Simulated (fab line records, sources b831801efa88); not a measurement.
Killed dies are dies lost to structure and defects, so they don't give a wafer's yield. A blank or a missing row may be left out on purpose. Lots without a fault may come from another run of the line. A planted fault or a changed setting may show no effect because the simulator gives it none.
fab line records | flow sfq_line
record lots=6 wafers=18 last_day=87
route steps=325 shown M3@129 I3@133
lots that met no fault: from a run of the same line without faults
start_h: hours from the record's first day to the start of the lot's first wafer shown | wait_h: hours since the lot's step before | " the same as in the row above | L1.1+2: a row that stands for several wafers | - no value, or no start given | * or withheld: withheld | < > ~ a bound
route shown NAME@n: a module of which the file shows steps, and the number in the route of the first | usual: mean/standard deviation of fault-free wafers | same: alike in all rows | chamber/n: place in a boat | sites: the reading at each site | _std_site: their standard deviation | _edge_site: outer sites' mean less inner sites' | radius_mm: how far each site lies from the wafer's centre | mask NAME#n: copy n | behind: the tool/chamber that last shaped the wafer | hold: why the lot was held/for how many hours/how that ended | device: the transistor (n, p or np) that didn't switch | end of line: the same wafers' tests at the end of the route | a step without rows: its recipe alone | killed: dies lost to structure and defects at the first sort, not the wafer's yield | map: a wafer's dies, x killed, . not, _ none there
set.NAME: the setting as run; set.NAME@STEP: as run at that earlier step | model.NAME: the simulator's own value behind a step, which no gauge read
lots at some steps of the route; a table a step, a row a wafer
services: from which hour (start_h, from the record's first day; less than 0 if before it) a tool's chamber was out of use, for how many hours, and why
## steps
# step SFQ_TRILAYER_M3_BARC_OPEN_METAL_ETCH_100
# recipe mask_material=PR chemistry=O2 target_depth_nm=125 target=BARC icp_w=600 bias_w=80 pressure_mtorr=10 time_s=41.7
# usual chamber_pressure_mTorr=10.000/0.0098 drypump_motor_current_A=5.63/0.29 oes_product_au=0.686/0.0044 rf_fwd_power_W=593/3.7
# columns lot.wafer tool chamber start_h wait_h chamber_pressure_mTorr drypump_motor_current_A oes_product_au rf_fwd_power_W rf_hours_counter_h
L175.2 rie_metal-03 0 1007.04 0.0 9.998 5.92 0.685 597 -
L175.3 " 0 " " 10.024 5.95 0.687 595 -
L175.4 " 0 " " 9.989 5.92 0.689 596 -
L177.1 rie_metal-04 1 1020.22 0.0 10.017 5.80 0.677 595 1
L177.3 " 1 " " 10.005 5.82 0.685 594 -
L177.5 " 0 " " 10.019 5.01 0.693 593 -
L186.2 rie_metal-02 1 1112.93 0.0 10.001 5.75 0.686 586 76
L186.4 " 1 " " 10.003 5.73 0.690 587 -
L186.5 " 0 " " 10.003 5.66 0.685 597 -
L187.2 rie_metal-02 1 1116.53 0.0 10.000 5.76 0.685 589 77
L187.3 " 0 " " 10.001 5.66 0.686 599 -
L187.5 " 0 " " 9.979 5.62 0.693 594 -
L194.2 rie_metal-03 0 1180.38 0.0 9.987 5.96 0.682 594 108
L194.3 " 1 " " 10.000 5.96 0.688 595 -
L194.6 " 1 " " 10.000 5.97 0.686 592 -
L198.1 rie_metal-04 1 1205.58 0.0 10.007 5.82 0.687 596 24
L198.3 " 1 " " 10.012 5.80 0.692 596 -
L198.4 " 0 " " 9.999 5.04 0.685 592 -
# step SFQ_TRILAYER_M3_ETCH_METAL_ETCH_078
# recipe target=Nb stop_on=SiO2 mask_material=PR chemistry=Cl2/Ar target_depth_nm=240 icp_w=600 bias_w=80 pressure_mtorr=10 time_s=120
# step SFQ_TRILAYER_M3_STRIP_STRIP_079
# recipe gas=O2 power_w=200 platen_temp_c=40 overash_fraction=0.65 chemistry=O2 pressure_mtorr=50
# usual chamber_pressure_mTorr=50.00/0.044 drypump_motor_current_A=5.63/0.29 oes_product_au=1.000/0.012
# columns lot.wafer tool chamber start_h wait_h chamber_pressure_mTorr drypump_motor_current_A oes_product_au rf_hours_counter_h
L175.2 rie_metal-03 0 1007.59 0.4 50.02 5.93 0.992 -
L175.3 " 0 " " 50.07 5.94 0.997 -
L175.4 " 0 " " 50.05 5.91 0.987 -
L177.1 rie_metal-04 1 1020.41 0.1 50.05 5.80 1.011 1
L177.3 " 1 " " 49.95 5.80 1.004 -
L177.5 " 0 " " 49.97 5.01 1.002 -
L186.2 rie_metal-02 1 1113.11 0.1 50.05 5.77 0.980 76
L186.4 " 1 " " 50.00 5.74 0.978 -
L186.5 " 0 " " 50.03 5.63 1.005 -
L187.2 rie_metal-02 1 1116.71 0.1 50.00 5.75 0.988 77
L187.3 " 0 " " 50.04 5.63 1.017 -
L187.5 " 0 " " 49.98 5.61 1.017 -
L194.2 rie_metal-03 0 1180.56 0.1 50.06 5.94 1.002 108
L194.3 " 1 " " 49.97 5.96 0.998 -
L194.6 " 1 " " 49.99 5.98 0.994 -
L198.1 rie_metal-04 1 1205.76 0.1 49.96 5.81 1.006 24
L198.3 " 1 " " 50.01 5.86 1.013 -
L198.4 " 0 " " 49.99 5.01 1.015 -
# step SFQ_TRILAYER_M3_STRIP_SOLV_CLEAN_080
# recipe chemistry=NMP temp_c=70 time_s=600
# step SFQ_TRILAYER_I3_DEP_PECVD_081
# recipe material=SiO2 temp_c=150 time_s=111.11 pressure_torr=2.4 rf_w=183.3 precursor=SiH4/N2O target_thk_nm=500
# usual heater_power_w=88/17 rf_fwd_power_W=182.2/0.73 throttle_valve_pct=25.7/1.4
# columns lot.wafer tool chamber start_h wait_h heater_power_w rf_fwd_power_W throttle_valve_pct
L175.2 pecvd-04 1 1008.77 0.0 98 181.9 25.4
L175.3 " 2 " " 69 183.7 26.0
L175.4 " 1 " " 79 181.6 25.5
L177.1 pecvd-01 2 1021.18 0.0 73 181.9 28.9
L177.3 " 0 " " 73 180.3 27.0
L177.5 " 1 " " 97 181.7 24.8
L186.2 pecvd-01 2 1113.89 0.0 78 181.8 28.8
L186.4 " 1 " " 92 181.6 24.9
L186.5 " 0 " " 72 181.9 27.2
L187.2 pecvd-04 1 1117.49 0.0 85 181.5 25.6
L187.3 " 0 " " 88 182.2 25.2
L187.5 " 1 " " 90 180.8 25.7
L194.2 pecvd-03 2 1181.36 0.0 114 182.6 25.0
L194.3 " 1 " " 126 181.9 24.9
L194.6 " 1 " " 129 182.5 25.0
L198.1 pecvd-03 1 1206.56 0.0 119 182.6 25.3
L198.3 " 0 " " 83 181.6 24.1
L198.4 " 2 " " 111 182.8 25.2
# step SFQ_TRILAYER_I3_CMP_CMP_082
# recipe material=SiO2 down_force_psi=3 platen_rpm=60 pad_velocity_m_s=0.94248
# usual motor_current_A=10.0/1.5 time_to_endpoint_s=218/7.1
# columns lot.wafer tool chamber start_h wait_h motor_current_A time_to_endpoint_s
L175.2 cmp-02 3 1011.50 2.7 9.1 222
L175.3 " 0 " " 10.0 219
L175.4 " 1 " " 11.9 220
L177.1 cmp-01 1 1021.26 0.0 10.6 209
L177.3 " 3 1022.26 1.0 12.4 220
L177.5 " 1 1023.26 2.0 9.9 216
L186.4 cmp-01 0 1123.39 9.4 8.9 224
L186.2 " 2 1124.39 10.5 7.8 215
L186.5 " 1 1125.89 11.9 10.7 218
L187.2 cmp-02 0 1127.30 9.8 10.5 209
L187.3 " 1 " " 11.5 218
L187.5 " 0 1129.30 11.7 10.2 226
L194.3 cmp-01 2 1186.13 4.7 8.4 222
L194.2 " 0 1187.13 5.7 8.0 208
L194.6 " 3 1188.63 7.2 12.5 227
L198.1 cmp-02 3 1208.30 1.7 9.2 222
L198.3 " 0 " " 10.3 222
L198.4 " 1 " " 11.7 225
# step SFQ_I3_BOW_MEAS_922
# recipe mode=bow
# usual I3_BOW=2/9.2
# columns lot.wafer tool chamber start_h wait_h I3_BOW[um]
L175.2 film_metro-01 - 1014.52 2.5 -7
L175.3 " - " " 6
L175.4 " - " " -10
L177.1 film_metro-02 - 1024.26 2.5 3
L177.3 " - " " -15
L177.5 " - " " 17
L186.2 film_metro-02 - 1126.41 1.5 8
L186.4 " - " " 8
L186.5 " - " " 2
L187.2 film_metro-02 - 1130.32 2.5 12
L187.3 " - " " 7
L187.5 " - " " 13
L194.2 film_metro-03 - 1189.15 1.5 15
L194.3 " - " " 5
L194.6 " - " " 3
L198.1 film_metro-02 - 1211.30 2.5 -2
L198.3 " - " " 4
L198.4 " - " " 6
# step SFQ_TRILAYER_I3_METRO_MEASURE_083
# usual thk_nm=200.3/0.99
# columns lot.wafer tool chamber start_h wait_h thk_nm
L175.2 film_metro-01 - 1014.82 0.3 199.8
L175.3 " - " " 200.3
L175.4 " - " " 199.9
L177.1 film_metro-02 - 1024.38 0.1 201.2
L177.3 " - " " 200.9
L177.5 " - " " 201.3
L186.2 film_metro-02 - 1126.71 0.3 200.4
L186.4 " - " " 200.8
L186.5 " - " " 201.5
L187.2 film_metro-02 - 1130.62 0.3 200.5
L187.3 " - " " 200.1
L187.5 " - " " 199.5
L194.2 film_metro-03 - 1189.45 0.3 200.0
L194.3 " - " " 199.9
L194.6 " - " " 200.6
L198.1 film_metro-02 - 1211.42 0.1 203.0
L198.3 " - " " 201.8
L198.4 " - " " 201.5
# step SFQ_TRILAYER_I3_VIA_LITHO_COAT_090
# recipe resist=BARC spin_rpm=3000 resist_thk_nm=62
# step SFQ_TRILAYER_I3_VIA_LITHO_COAT_085
# recipe resist=KrF spin_rpm=3000 resist_thk_nm=650
# step SFQ_TRILAYER_I3_VIA_LITHO_SOFTBAKE_089
# recipe temp_c=withheld time_s=withheld resist=KrF
# step SFQ_TRILAYER_I3_VIA_LITHO_EXPOSE_086
# recipe mask_id=I3 na=0.6 source_shape=conventional sigma_outer=0.65 target_cd_nm=500 dose_mj=21.3
# step SFQ_TRILAYER_I3_VIA_LITHO_PEB_088
# recipe peb_temp_c=115 peb_time_s=60 resist=KrF
# usual heater_power_total_W=79.15/0.07 plate_temp_C=114.99/0.12 resist_line_temp_C=22.99/0.11
# columns lot.wafer tool chamber start_h wait_h heater_power_total_W plate_temp_C resist_line_temp_C
L175.2 litho_track-01 0 1017.79 0.8 79.19 115.12 22.84
L175.3 " 0 " " 79.23 115.23 22.97
L175.4 " 0 " " 79.05 115.06 23.11
L177.1 litho_track-04 0 1027.53 1.0 79.08 114.83 23.14
L177.3 " 0 " " 79.20 115.07 22.94
L177.5 " 0 " " 79.17 114.82 23.14
L186.2 litho_track-01 0 1256.74 0.8 77.23 112.90 23.05
L186.4 " 0 " " 77.23 112.78 23.09
L186.5 " 0 " " 77.19 112.72 22.97
L187.2 litho_track-01 0 1260.34 0.8 77.21 112.86 22.99
L187.3 " 0 " " 77.10 112.73 23.08
L187.5 " 0 " " 77.16 112.61 23.01
L194.2 litho_track-04 0 1309.54 0.8 79.22 114.89 22.91
L194.3 " 0 " " 79.19 115.05 22.74
L194.6 " 0 " " 79.13 114.82 22.95
L198.1 litho_track-03 0 1334.65 1.0 79.08 114.97 22.92
L198.3 " 0 " " 79.17 114.95 22.96
L198.4 " 0 " " 79.24 115.04 23.08
# step SFQ_TRILAYER_I3_VIA_LITHO_DEVELOP_087
# recipe time_s=60 resist=KrF
# step SFQ_I3_OVL_MEAS_923
# usual I3_OVL=-2/4.6
# columns lot.wafer tool chamber start_h wait_h I3_OVL[nm]
L175.2 overlay-02 - 1018.07 0.1 -1
L175.3 " - " " 0
L175.4 " - " " -2
L177.1 overlay-02 - 1027.83 0.1 2
L177.3 " - " " -3
L177.5 " - " " -2
L186.2 overlay-01 - 1257.03 0.1 -11
L186.4 " - " " -10
L186.5 " - " " -11
L187.2 overlay-01 - 1260.63 0.1 -5
L187.3 " - " " 0
L187.5 " - " " 1
L194.2 overlay-02 - 1309.83 0.1 -7
L194.3 " - " " -7
L194.6 " - " " -11
L198.1 overlay-02 - 1334.95 0.1 -4
L198.3 " - " " -7
L198.4 " - " " -7
# step SFQ_TRILAYER_I3_VIA_BARC_OPEN_VIA_ETCH_121
# recipe mask_material=PR chemistry=O2 target_depth_nm=125 target=BARC source_w=500 bias_w=80 pressure_mtorr=30 time_s=41.7
# usual chamber_pressure_mTorr=30.005/0.027 drypump_motor_current_A=5.7/0.49 oes_product_au=0.686/0.0048 rf_fwd_power_W=495.5/2.1
# columns lot.wafer tool chamber start_h wait_h chamber_pressure_mTorr drypump_motor_current_A oes_product_au rf_fwd_power_W rf_hours_counter_h model.I3.cd_nm
L175.2 rie_diel-03 2 1018.10 0.0 29.994 6.7 0.687 494.5 13 500.5
L175.3 " 0 " " 29.951 6.1 0.690 492.1 13 499.6
L175.4 " 1 " " 30.045 5.3 0.685 496.2 13 500.8
L177.1 rie_diel-03 1 1027.86 0.0 29.983 5.3 0.675 495.9 13 498.6
L177.3 " 2 " " 30.025 6.7 0.687 497.0 13 499.3
L177.5 " 3 " " 29.990 6.3 0.696 492.7 - 498.9
L186.2 rie_diel-03 3 1257.06 0.0 29.956 6.3 0.683 496.9 12 457.8
L186.4 " 1 " " 30.028 5.2 0.680 496.7 16 457.1
L186.5 " 1 " " 30.011 5.2 0.689 492.8 - 456
L187.2 rie_diel-04 2 1260.66 0.0 30.027 5.6 0.679 495.1 9 458.1
L187.3 " 0 " " 29.941 5.3 0.681 495.6 12 457.8
L187.5 " 1 " " 30.032 6.0 0.690 496.6 - 458.7
L194.2 rie_diel-04 1 1309.86 0.0 30.006 6.0 0.684 496.6 15 499.2
L194.3 " 3 " " 30.025 5.4 0.686 496.0 15 500.5
L194.6 " 2 " " 30.013 5.6 0.688 497.7 - 499.2
L198.1 rie_diel-02 3 1334.99 0.0 30.004 5.5 0.680 491.8 14 504
L198.3 " 0 " " 30.003 5.7 0.691 496.4 8 503.1
L198.4 " 2 " " 30.041 6.0 0.685 494.8 16 504.2
# step SFQ_TRILAYER_I3_VIA_ETCH_VIA_ETCH_088
# recipe target=SiO2 stop_on=Nb mask_material=PR taper_deg=20 chemistry=CHF3 target_depth_nm=260 source_w=500 bias_w=80 pressure_mtorr=30 time_s=withheld
# usual chamber_pressure_mTorr=30.000/0.026 drypump_motor_current_A=5.7/0.49 oes_product_au=0.856/0.0053 rf_fwd_power_W=498.5/1.8
# columns lot.wafer tool chamber start_h wait_h chamber_pressure_mTorr drypump_motor_current_A oes_product_au rf_fwd_power_W model.I3.cd_nm
L175.2 rie_diel-03 2 1018.14 0.0 29.967 6.7 0.854 497.0 497.5
L175.3 " 0 " " 29.995 6.1 0.851 499.0 499.9
L175.4 " 1 " " 29.978 5.2 0.853 499.1 501.6
L177.1 rie_diel-03 1 1027.90 0.0 29.959 5.3 0.857 499.4 498.3
L177.3 " 2 " " 30.001 6.7 0.859 500.8 495.4
L177.5 " 3 " " 30.035 6.3 0.865 496.3 500.5
L186.2 rie_diel-03 3 1257.10 0.0 30.038 6.3 0.859 497.4 457.8
L186.4 " 1 " " 29.988 5.2 0.852 496.7 457.8
L186.5 " 1 " " 30.028 5.2 0.862 496.5 454.6
L187.2 rie_diel-04 2 1260.70 0.0 29.936 5.6 0.855 500.5 458.4
L187.3 " 0 " " 29.936 5.3 0.866 499.8 456.4
L187.5 " 1 " " 30.021 6.0 0.849 500.9 461.5
L194.2 rie_diel-04 1 1309.90 0.0 30.028 6.0 0.857 498.5 498.8
L194.3 " 3 " " 29.974 5.4 0.855 496.8 498.1
L194.6 " 2 " " 30.030 5.6 0.865 496.5 499.7
L198.1 rie_diel-02 3 1335.03 0.0 29.939 5.5 0.863 499.0 506.6
L198.3 " 0 " " 29.966 5.6 0.857 501.9 502.9
L198.4 " 2 " " 29.976 6.0 0.861 500.1 504.4
# step SFQ_TRILAYER_I3_VIA_STRIP_STRIP_089
# recipe gas=O2 power_w=200 platen_temp_c=40 overash_fraction=0.65 chemistry=O2 pressure_mtorr=50
## services
# columns tool chamber start_h hours kind
rie_diel-04 3 988.01 1.3 repair
rie_diel-04 0 1014.73 5.4 repair
rie_diel-03 0 1023.52 5.6 repair
rie_metal-04 - 1031.07 0.6 repair
rie_metal-02 1 1039.39 2.0 repair
rie_diel-03 0 1049.14 31.8 repair
rie_metal-04 1 1064.22 2.4 repair
rie_diel-04 1 1071.73 5.2 repair
rie_diel-04 - 1076.52 2.8 pm
film_metro-02 - 1084.32 0.7 pm
rie_diel-04 3 1091.59 14.1 repair
rie_diel-04 - 1094.45 0.1 repair
rie_metal-03 0 1098.19 3.3 repair
rie_metal-02 - 1104.41 0.8 repair
film_metro-02 - 1104.69 0.8 pm
rie_metal-03 - 1108.47 14.6 pm
rie_metal-03 - 1139.38 0.2 repair
rie_diel-04 - 1152.28 28.1 pm
rie_metal-03 1 1152.56 6.7 repair
rie_metal-04 1 1162.59 5.6 repair
rie_diel-03 1 1187.44 4.3 repair
rie_metal-03 0 1203.73 9.7 repair
film_metro-02 - 1206.87 0.9 pm
rie_diel-03 1 1332.05 6.0 repair
## key
first_sign step=SFQ_TRILAYER_I3_VIA_LITHO_PEB_088 reading=heater_power_total_W direction=down sigmas=28 usual=79.15 struck=77.19
effect step=SFQ_TRILAYER_I3_VIA_LITHO_PEB_088 reading=plate_temp_C direction=down sigmas=18 usual=* struck=*
model_effect step=SFQ_TRILAYER_I3_VIA_BARC_OPEN_VIA_ETCH_121 value=I3.cd_nm without=501 struck=457.6
model_effect step=SFQ_TRILAYER_I3_VIA_ETCH_VIA_ETCH_088 value=I3.cd_nm without=501.1 struck=457.7
met_at SFQ_TRILAYER_I3_VIA_LITHO_PEB_088
struck_wafers L186.2,L186.4,L186.5,L187.2,L187.3,L187.5
onset_between 1017.79 1256.74
fault kind=process_parameter_drift tool=litho_track-01 chamber=- onset_h=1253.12 steps=SFQ_TRILAYER_I3_VIA_LITHO_PEB_088 channel=peb_temp_c offset=* shape=step end_h=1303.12 acts_in=* stated=*
